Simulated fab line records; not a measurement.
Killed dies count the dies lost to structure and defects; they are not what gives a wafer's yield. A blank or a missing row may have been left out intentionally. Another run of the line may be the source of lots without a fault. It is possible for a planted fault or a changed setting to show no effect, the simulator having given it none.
The tool behind it: which one? ; flow gf180mcu ; Sampling: 14 lots, 42 wafers, 4 of 602 route steps

WHAT THE GAUGES READ, wafer by wafer
GF_VT_IMPLANT_TW_MEAS_32.
lot;measured;on;VT_IMPLANT_3_TW
L803;day 7 04:38;film_metro-01;265 265 265
L805;day 7 17:55;film_metro-03;269 271 269
L806;day 7 23:58;film_metro-04;263 263 263
L807;day 8 03:56;film_metro-04;264 263 264
L808;day 8 06:55;film_metro-01;267 266 266
L809;day 8 19:59;film_metro-04;264 262 262
L810;day 8 23:26;film_metro-03;268 269 270
L812;day 9 09:40;film_metro-03;272 271 271
L814;day 10 00:59;film_metro-04;266 265 264
L817;day 10 20:29;film_metro-03;269 269 269
L822;day 12 03:32;film_metro-04;262 261 261
L823;day 12 10:43;film_metro-01;267 267 268
L825;day 12 23:17;film_metro-01;266 266 265
L826;day 13 04:10;film_metro-01;267 265 266

GF_POLY_GATE_THK_MEAS_17.
lot;measured;on;POLY_GATE_OXIDATION_THK (nm)
L803;day 9 15:21;film_metro-04;4.01 3.95 3.95
L805;day 10 04:13;film_metro-04;3.98 4.01 4.02
L806;day 10 14:54;film_metro-04;3.83 3.74 3.76
L807;day 10 17:22;film_metro-03;3.93 3.98 3.98
L808;day 10 21:46;film_metro-03;3.90 3.91 3.92
L809;day 11 15:13;film_metro-04;4.03 4.06 4.10
L810;day 11 15:13;film_metro-02;4.07 4.16 4.12
L812;day 11 23:45;film_metro-04;4.11 4.14 4.12
L814;day 12 20:30;film_metro-02;4.01 3.93 4.07
L817;day 13 19:39;film_metro-03;3.93 3.96 3.91
L822;day 15 02:16;film_metro-04;3.98 4.04 3.91
L823;day 15 08:50;film_metro-02;4.08 4.04 4.00
L825;day 16 00:00;film_metro-04;3.99 4.01 4.04
L826;day 16 03:13;film_metro-04;4.08 4.21 4.09

WHAT TOOL EACH LOT RAN ON (gives the tool, then ch and the chambers of the sampled wafers, and finally the start)
lot;GF_STI_WET_ETCH_27;GF_VT_IMPLANT_STRIP_09
L803;wet_bench-03 ch 2, day 2 05:41;plasma_asher-01 ch 1, day 5 20:28
L805;wet_bench-04 ch 3, day 2 16:04;plasma_asher-02 ch 0,1, day 6 08:38
L806;wet_bench-03 ch 0, day 2 23:10;plasma_asher-01 ch 0,1, day 6 15:19
L807;wet_bench-03 ch 2, day 3 02:55;plasma_asher-04 ch 1, day 6 19:01
L808;wet_bench-01 ch 0, day 3 05:55;plasma_asher-02 ch 0,1, day 6 22:22
L809;wet_bench-01 ch 0, day 3 11:44;plasma_asher-01 ch 0,1, day 7 11:02
L810;wet_bench-03 ch 2, day 3 17:35;plasma_asher-04 ch 0,1, day 7 14:04
L812;wet_bench-03 ch 3, day 4 01:55;plasma_asher-02 ch 0,1, day 7 23:34
L814;wet_bench-03 ch 2, day 4 13:07;plasma_asher-02 ch 0,1, day 8 14:11
L817;wet_bench-04 ch 2, day 5 05:43;plasma_asher-01 ch 0,1, day 9 08:31
L822;wet_bench-01 ch 0, day 6 05:44;plasma_asher-04 ch 0,1, day 10 14:02
L823;wet_bench-01 ch 1, day 6 10:59;plasma_asher-04 ch 1, day 10 19:55
L825;wet_bench-04 ch 3, day 6 21:05;plasma_asher-01 ch 0, day 11 08:19
L826;wet_bench-03 ch 3, day 7 02:24;plasma_asher-01 ch 0,1, day 11 14:01
- GF_STI_WET_ETCH_27: etches Si3N4 in H3PO4, target depth 160 nm, time 1825 s.
- GF_VT_IMPLANT_STRIP_09: strips in O2/N2.

WHAT THE TOOLS THEMSELVES READ (means of the sampled wafers that have a number; where no wafer has one, the mark that the record gives instead)
GF_STI_WET_ETCH_27.
lot;tool;bath_guard_temp_C (C);temp_c (C)
L803;wet_bench-03;160.6;160.02
L805;wet_bench-04;160.1;159.92
L806;wet_bench-03;159.7;159.98
L807;wet_bench-03;160.4;159.95
L808;wet_bench-01;159.1;159.97
L809;wet_bench-01;159.1;159.96
L810;wet_bench-03;158.0;157.47
L812;wet_bench-03;156.3;157.51
L814;wet_bench-03;158.1;157.54
L817;wet_bench-04;160.7;159.93
L822;wet_bench-01;159.3;159.96
L823;wet_bench-01;160.2;160.01
L825;wet_bench-04;160.2;160.03
L826;wet_bench-03;158.8;160.10

GF_VT_IMPLANT_STRIP_09.
lot;tool;drypump_motor_current_A (A);heater_power_w (W);oes_product_au (a.u.);strip_time_to_endpoint_s (s)
L803;plasma_asher-01;5.4;303;0.712;12.71
L805;plasma_asher-02;6.0;336;0.714;12.63
L806;plasma_asher-01;5.7;282;0.715;12.71
L807;plasma_asher-04;5.9;336;0.720;12.58
L808;plasma_asher-02;6.0;332;0.714;12.61
L809;plasma_asher-01;5.6;292;0.713;12.66
L810;plasma_asher-04;5.9;333;0.716;12.64
L812;plasma_asher-02;6.2;324;0.718;12.64
L814;plasma_asher-02;6.0;338;0.716;12.61
L817;plasma_asher-01;5.7;280;0.718;12.71
L822;plasma_asher-04;5.9;330;0.715;12.68
L823;plasma_asher-04;5.9;338;0.714;12.55
L825;plasma_asher-01;5.9;271;0.715;12.72
L826;plasma_asher-01;5.7;281;0.714;12.61

THE ANSWER, worked out from the rows above alone
Rule: the lots themselves supply what counts as usual. The widest of any qualifying gaps counts: lots, ordered by their means at a reading, are off when they make up no more than a third of the lots, leave a main group of 4 or more, and stand apart from it by 3 or more times the standard deviation of that group's means. The tables above print the reading to a certain number of digits; a main group whose means all agree to those digits is not used. Also off: a lot with no number at a reading for which 4 or more lots have one. All remaining lots with rows at the step are treated as sound. After the gauges, taken in route order, come the tools' own readings; for these a lot's mean is taken, as printed above. The first step at which some lot is off is used, and at that step the reading that is off furthest; a lot without a number counts as furthest.
Off: L810, L812, L814, at GF_STI_WET_ETCH_27 (temp_c). Main group: mean 159.98 C, sd 0.05.
If a tool, at that step or one of the process steps before it, ran each lot that is off and ran no sound lot following the first of them, it fits. None of those tried fits.

WHAT THE SIMULATOR HAD PUT IN
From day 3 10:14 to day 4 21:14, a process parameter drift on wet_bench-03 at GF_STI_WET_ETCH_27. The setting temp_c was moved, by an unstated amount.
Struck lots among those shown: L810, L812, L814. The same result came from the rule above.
